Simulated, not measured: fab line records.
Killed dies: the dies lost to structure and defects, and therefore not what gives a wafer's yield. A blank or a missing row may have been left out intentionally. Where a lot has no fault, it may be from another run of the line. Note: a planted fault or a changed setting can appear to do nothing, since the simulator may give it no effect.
Which tool did it? -- flow gf180mcu -- 12 lots with 36 wafers sampled at 2 steps, on a route of 602 steps

== WHAT THE GAUGES READ, wafer by wafer ==
GF_V1_THK_MEAS_01. Usual: V1_CVD_00_THK 598 nm, standard deviation 5.8.
lot,measured,on,V1_CVD_00_THK (nm),flag
L945,day 18 20:37,film metro-04,596 600 593,
L948,day 19 14:45,film metro-03,593 595 589,
L947,day 19 18:37,film metro-03,589 592 593,
L949,day 19 22:19,film metro-04,600 594 600,
L950,day 20 09:16,film metro-03,601 589 599,
L957,day 22 21:32,film metro-04,609 601 608,
L958,day 23 08:20,film metro-01,604 607 615,
L959,day 23 12:59,film metro-03,604 608 607,
L960,day 23 21:04,film metro-01,601 595 594,
L961,day 24 03:26,film metro-04,592 601 599,
L963,day 24 14:57,film metro-04,596 599 593,
L964,day 25 04:47,film metro-03,592 588 589,

== WHICH TOOL RAN EACH LOT (tool, then ch and the chambers of the sampled wafers, then the start) ==
lot,GF_SAB_STRIP_13
L945,"plasma asher-01 ch 0,1, day 16 17:20"
L948,"plasma asher-01 ch 1, day 17 11:00"
L947,"plasma asher-01 ch 0,1, day 17 14:43"
L949,"plasma asher-04 ch 0,1, day 17 17:58"
L950,"plasma asher-01 ch 0,1, day 18 04:31"
L957,"plasma asher-04 ch 0,1, day 20 18:05"
L958,"plasma asher-04 ch 0,1, day 21 05:23"
L959,"plasma asher-04 ch 0,1, day 21 09:31"
L960,"plasma asher-02 ch 0,1, day 21 19:00"
L961,"plasma asher-02 ch 0,1, day 22 00:50"
L963,"plasma asher-04 ch 1, day 22 12:16"
L964,"plasma asher-01 ch 0,1, day 23 03:29"
- GF_SAB_STRIP_13: strips in O2/N2.

== WHAT THE TOOLS THEMSELVES READ (means of the sampled wafers that have a number; where no wafer has one, the mark that the record gives instead) ==
GF_SAB_STRIP_13. Usual: drypump motor current A 5.7 A, standard deviation 0.49; heater power w 339 W, standard deviation 59; oes product au 0.709 a.u., standard deviation 0.0044; strip time to endpoint s 12.60 s, standard deviation 0.032.
lot,tool,drypump motor current A (A),heater power w (W),oes product au (a.u.),strip time to endpoint s (s),flag
L945,plasma asher-01,5.2,331,0.708,12.59,
L948,plasma asher-01,5.8,423,0.711,12.59,
L947,plasma asher-01,5.5,380,0.707,12.59,
L949,plasma asher-04,5.8,319,0.707,12.59,
L950,plasma asher-01,5.5,383,0.709,12.60,
L957,plasma asher-04,5.8,313,0.708,12.56,
L958,plasma asher-04,5.9,290,0.711,12.62,
L959,plasma asher-04,5.7,320,0.711,12.59,
L960,plasma asher-02,6.2,361,0.711,12.59,
L961,plasma asher-02,6.2,363,0.708,12.61,
L963,plasma asher-04,6.1,271,0.711,12.63,
L964,plasma asher-01,5.2,334,0.707,12.60,

== THE ANSWER, worked out from the rows above alone ==
Rule: a lot is off if the mean of its wafers that have a number lies more than 3 standard deviations from the usual mean. A lot without any number at a reading at which 4 lots or more have one is off too. All remaining lots with rows at the step are treated as sound. Order of review: gauges by route order, followed by the tools' own readings, for which a lot's mean as printed above is used. At the first step where some lot is off, the reading lying furthest off is the one used; lots without a number count as furthest.
No lot is off at any reading shown: from this, nothing can be told.

== WHAT WAS PUT IN BY THE SIMULATOR ==
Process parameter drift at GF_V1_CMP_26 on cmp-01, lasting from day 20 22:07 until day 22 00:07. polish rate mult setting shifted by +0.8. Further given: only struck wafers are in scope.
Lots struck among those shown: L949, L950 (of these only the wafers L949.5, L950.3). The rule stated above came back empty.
